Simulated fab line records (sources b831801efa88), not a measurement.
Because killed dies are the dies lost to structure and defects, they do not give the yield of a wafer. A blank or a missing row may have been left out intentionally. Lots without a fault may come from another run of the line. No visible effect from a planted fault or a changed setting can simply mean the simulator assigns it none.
The tool behind it: which one? / flow sky130 / Sampling: 12 lots, 36 wafers, 4 of 708 route steps

WHAT EACH GAUGE READ, for each wafer
SKY_LI_CONTACT_THK_MEAS_01.
lot=L842; measured=day 29 06:49; on=filmMetro-02; LI_CONTACT_HDPCVD_THK (nm)=930 953 944
lot=L841; measured=day 29 07:22; on=filmMetro-02; LI_CONTACT_HDPCVD_THK (nm)=936 936 939
lot=L843; measured=day 29 18:53; on=filmMetro-02; LI_CONTACT_HDPCVD_THK (nm)=914 912 928
lot=L844; measured=day 29 21:47; on=filmMetro-03; LI_CONTACT_HDPCVD_THK (nm)=906 915 925
lot=L845; measured=day 30 05:28; on=filmMetro-03; LI_CONTACT_HDPCVD_THK (nm)=929 942 938
lot=L846; measured=day 30 16:14; on=filmMetro-04; LI_CONTACT_HDPCVD_THK (nm)=925 926 915
lot=L847; measured=day 30 22:54; on=filmMetro-02; LI_CONTACT_HDPCVD_THK (nm)=927 924 928
lot=L848; measured=day 31 07:04; on=filmMetro-04; LI_CONTACT_HDPCVD_THK (nm)=915 921 921
lot=L849; measured=day 31 10:47; on=filmMetro-04; LI_CONTACT_HDPCVD_THK (nm)=922 928 931
lot=L850; measured=day 31 13:14; on=filmMetro-02; LI_CONTACT_HDPCVD_THK (nm)=927 926 936
lot=L854; measured=day 33 04:27; on=filmMetro-02; LI_CONTACT_HDPCVD_THK (nm)=924 733 938
lot=L863; measured=day 35 19:49; on=filmMetro-03; LI_CONTACT_HDPCVD_THK (nm)=927 931 930

SKY_LI_CONTACT_CD_MEAS_12: target cd 170 nm.
lot=L842; measured=day 30 11:57; on=cdSem-02; cdNm (nm)=174.1 173.4 172.0
lot=L841; measured=day 30 12:24; on=cdSem-02; cdNm (nm)=168.4 170.2 169.5
lot=L843; measured=day 30 22:52; on=cdSem-02; cdNm (nm)=171.2 171.1 172.1
lot=L844; measured=day 31 01:52; on=cdSem-01; cdNm (nm)=171.3 170.7 170.9
lot=L845; measured=day 31 10:07; on=cdSem-01; cdNm (nm)=167.5 169.0 168.7
lot=L846; measured=day 31 20:53; on=cdSem-02; cdNm (nm)=173.6 172.6 171.7
lot=L847; measured=day 32 03:15; on=cdSem-01; cdNm (nm)=170.2 169.1 170.9
lot=L848; measured=day 32 10:47; on=cdSem-02; cdNm (nm)=170.8 170.1 169.3
lot=L849; measured=day 32 15:51; on=cdSem-02; cdNm (nm)=169.5 169.5 170.2
lot=L850; measured=day 32 17:34; on=cdSem-02; cdNm (nm)=169.2 170.1 169.6
lot=L854; measured=day 34 08:19; on=cdSem-01; cdNm (nm)=170.3 168.0 169.3
lot=L863; measured=day 36 23:16; on=cdSem-02; cdNm (nm)=170.6 169.5 169.1

TOOL THAT RAN EACH LOT (tool first, then ch and the chambers of the sampled wafers, then the start)
lot=L842; SKY_LI_CONTACT_HDPCVD_00=hdpcvd-02 ch 0,1,2, day 29 06:43; SKY_LI_CONTACT_CMP_02=cmp-01 ch 0,2, day 29 06:56
lot=L841; SKY_LI_CONTACT_HDPCVD_00=hdpcvd-02 ch 1,2, day 29 07:16; SKY_LI_CONTACT_CMP_02=cmp-02 ch 0,2,3, day 29 07:32
lot=L843; SKY_LI_CONTACT_HDPCVD_00=hdpcvd-02 ch 0,2, day 29 18:46; SKY_LI_CONTACT_CMP_02=cmp-01 ch 0,1, day 29 18:59
lot=L844; SKY_LI_CONTACT_HDPCVD_00=hdpcvd-02 ch 0,1,2, day 29 21:40; SKY_LI_CONTACT_CMP_02=cmp-02 ch 0,1,3, day 29 21:56
lot=L845; SKY_LI_CONTACT_HDPCVD_00=hdpcvd-02 ch 0,2, day 30 05:21; SKY_LI_CONTACT_CMP_02=cmp-01 ch 1,2, day 30 05:34
lot=L846; SKY_LI_CONTACT_HDPCVD_00=hdpcvd-02 ch 1,2, day 30 16:07; SKY_LI_CONTACT_CMP_02=cmp-02 ch 0,2,3, day 30 16:23
lot=L847; SKY_LI_CONTACT_HDPCVD_00=hdpcvd-02 ch 1,2, day 30 22:48; SKY_LI_CONTACT_CMP_02=cmp-02 ch 1,2,3, day 30 23:01
lot=L848; SKY_LI_CONTACT_HDPCVD_00=hdpcvd-02 ch 0,1, day 31 06:58; SKY_LI_CONTACT_CMP_02=cmp-02 ch 1,3, day 31 07:08
lot=L849; SKY_LI_CONTACT_HDPCVD_00=hdpcvd-01 ch 0,1,2, day 31 10:40; SKY_LI_CONTACT_CMP_02=cmp-02 ch 0,2,3, day 31 10:56
lot=L850; SKY_LI_CONTACT_HDPCVD_00=hdpcvd-02 ch 0,1, day 31 13:07; SKY_LI_CONTACT_CMP_02=cmp-02 ch 0,1, day 31 13:17
lot=L854; SKY_LI_CONTACT_HDPCVD_00=hdpcvd-02 ch 0,1, day 33 04:20; SKY_LI_CONTACT_CMP_02=cmp-02 ch 0,2,3, day 33 04:36
lot=L863; SKY_LI_CONTACT_HDPCVD_00=hdpcvd-01 ch 1,2, day 35 19:42; SKY_LI_CONTACT_CMP_02=cmp-02 ch 1,2,3, day 35 19:58
- SKY_LI_CONTACT_HDPCVD_00: deposits PSG, target thk 930 nm, time 155 s.
- SKY_LI_CONTACT_CMP_02: polishes PSG.

AS READ BY THE TOOLS THEMSELVES (means over the sampled wafers that have a number; for cases with no such wafer, the mark the record gives instead)
SKY_LI_CONTACT_HDPCVD_00.
lot=L842; tool=hdpcvd-02; sih4FlowSccm (sccm)=59.83
lot=L841; tool=hdpcvd-02; sih4FlowSccm (sccm)=59.64
lot=L843; tool=hdpcvd-02; sih4FlowSccm (sccm)=59.96
lot=L844; tool=hdpcvd-02; sih4FlowSccm (sccm)=60.00
lot=L845; tool=hdpcvd-02; sih4FlowSccm (sccm)=60.10
lot=L846; tool=hdpcvd-02; sih4FlowSccm (sccm)=60.11
lot=L847; tool=hdpcvd-02; sih4FlowSccm (sccm)=59.97
lot=L848; tool=hdpcvd-02; sih4FlowSccm (sccm)=59.94
lot=L849; tool=hdpcvd-01; sih4FlowSccm (sccm)=60.01
lot=L850; tool=hdpcvd-02; sih4FlowSccm (sccm)=60.21
lot=L854; tool=hdpcvd-02; sih4FlowSccm (sccm)=56.00
lot=L863; tool=hdpcvd-01; sih4FlowSccm (sccm)=60.03

SKY_LI_CONTACT_CMP_02.
lot=L842; tool=cmp-01; motorCurrentA (A)=13.1; slurryFilterDpKPa (kPa)=13.42; timeToEndpointS (s)=36.0
lot=L841; tool=cmp-02; motorCurrentA (A)=11.6; slurryFilterDpKPa (kPa)=13.37; timeToEndpointS (s)=32.4
lot=L843; tool=cmp-01; motorCurrentA (A)=14.3; slurryFilterDpKPa (kPa)=13.38; timeToEndpointS (s)=31.2
lot=L844; tool=cmp-02; motorCurrentA (A)=12.6; slurryFilterDpKPa (kPa)=13.56; timeToEndpointS (s)=31.4
lot=L845; tool=cmp-01; motorCurrentA (A)=13.3; slurryFilterDpKPa (kPa)=13.36; timeToEndpointS (s)=31.1
lot=L846; tool=cmp-02; motorCurrentA (A)=12.0; slurryFilterDpKPa (kPa)=13.50; timeToEndpointS (s)=32.7
lot=L847; tool=cmp-02; motorCurrentA (A)=11.7; slurryFilterDpKPa (kPa)=13.38; timeToEndpointS (s)=31.5
lot=L848; tool=cmp-02; motorCurrentA (A)=11.6; slurryFilterDpKPa (kPa)=13.69; timeToEndpointS (s)=30.2
lot=L849; tool=cmp-02; motorCurrentA (A)=12.0; slurryFilterDpKPa (kPa)=13.39; timeToEndpointS (s)=30.9
lot=L850; tool=cmp-02; motorCurrentA (A)=13.1; slurryFilterDpKPa (kPa)=13.35; timeToEndpointS (s)=34.0
lot=L854; tool=cmp-02; motorCurrentA (A)=12.1; slurryFilterDpKPa (kPa)=13.40; timeToEndpointS (s)=25.6
lot=L863; tool=cmp-02; motorCurrentA (A)=11.6; slurryFilterDpKPa (kPa)=13.54; timeToEndpointS (s)=33.4

THE ANSWER, worked out from the rows above alone
Rule: the usual values come from the lots themselves. The widest of any qualifying gaps counts: lots, ordered by their means at a reading, are off when they make up no more than a third of the lots, leave a main group of 4 or more, and stand apart from it by 3 or more times the standard deviation of that group's means. Not used: any main group whose means are identical at the precision the tables above print for the reading. A lot without any number at a reading at which 4 lots or more have one is off too. Any other lot the step has rows for is counted as sound. The gauges are gone through in route order, then the tools' own readings, and for those a lot's mean is taken as printed above. The first step at which some lot is off is used, and at that step the reading that is off furthest; a lot without a number counts as furthest.
Off: L854, at SKY_LI_CONTACT_THK_MEAS_01 (LI_CONTACT_HDPCVD_THK). Main group: mean 927 nm, sd 8.2.
A tool fits if, at a process step before that reading, it ran every lot that is off, and no sound lot after the first of them. Not tried: the gauges at SKY_LI_CONTACT_THK_MEAS_01; whatever is off there is also off at SKY_LI_CONTACT_HDPCVD_00, on other tools, and gauge error can't account for it. One candidate fits, namely hdpcvd-02 at SKY_LI_CONTACT_HDPCVD_00. A fault onset in the window from L850 (day 31 13:07, its last sound lot) to L854 (day 33 04:20, its first lot off) fits.
The tool's own readings at SKY_LI_CONTACT_HDPCVD_00 bear it out: on the lots that are off they differ by more than 5 times the standard deviation of the sound lots' means. sih4FlowSccm reads 56.00 sccm there against 59.98 sccm on the sound lots.

WHAT THE SIMULATOR HAD INSERTED
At SKY_LI_CONTACT_HDPCVD_00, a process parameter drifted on hdpcvd-02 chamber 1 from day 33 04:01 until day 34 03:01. Setting sih4FlowSccm shifted by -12 from 60. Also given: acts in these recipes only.
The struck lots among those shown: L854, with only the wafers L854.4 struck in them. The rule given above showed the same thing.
